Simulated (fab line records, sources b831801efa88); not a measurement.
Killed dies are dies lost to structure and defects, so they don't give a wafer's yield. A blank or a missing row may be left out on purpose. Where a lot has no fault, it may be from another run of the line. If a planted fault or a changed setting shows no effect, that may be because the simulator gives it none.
Which tool was responsible? / flow gf180mcu / 6 lots, 18 wafers sampled, at 1 step of a route of 602

== WHAT THE GAUGES READ, wafer by wafer ==
GF_V1_OVL_MEAS_15.
lot=L487; measured=day 18 12:13; on=overlay-02; V1_OVL (nm)=10 9 12
lot=L494; measured=day 21 04:56; on=overlay-01; V1_OVL (nm)=1 -6 4
lot=L500; measured=day 23 03:29; on=overlay-02; V1_OVL (nm)=6 7 3
lot=L503; measured=day 24 05:55; on=overlay-01; V1_OVL (nm)=-4 3 -3
lot=L506; measured=day 25 10:40; on=overlay-02; V1_OVL (nm)=6 2 4
lot=L508; measured=day 26 01:20; on=overlay-01; V1_OVL (nm)=2 -3 -1

== EACH LOT AND THE TOOL THAT RAN IT (in order: tool; ch and the chambers of the sampled wafers; start) ==
Record: no process step prior to these readings.

== THE ANSWER, worked out from the rows above alone ==
Rule: what is usual is taken from the lots themselves. The widest of any qualifying gaps counts: lots, ordered by their means at a reading, are off when they make up no more than a third of the lots, leave a main group of 4 or more, and stand apart from it by 3 or more times the standard deviation of that group's means. If all means in a main group match to the digits the tables above print for the reading, that group is not used. Also off: a lot with no number at a reading for which 4 or more lots have one. The other lots that the step has rows for count as sound.
No lot is off on any of the readings shown, so nothing can be concluded from this.

== WHAT THE SIMULATOR HAD PUT IN ==
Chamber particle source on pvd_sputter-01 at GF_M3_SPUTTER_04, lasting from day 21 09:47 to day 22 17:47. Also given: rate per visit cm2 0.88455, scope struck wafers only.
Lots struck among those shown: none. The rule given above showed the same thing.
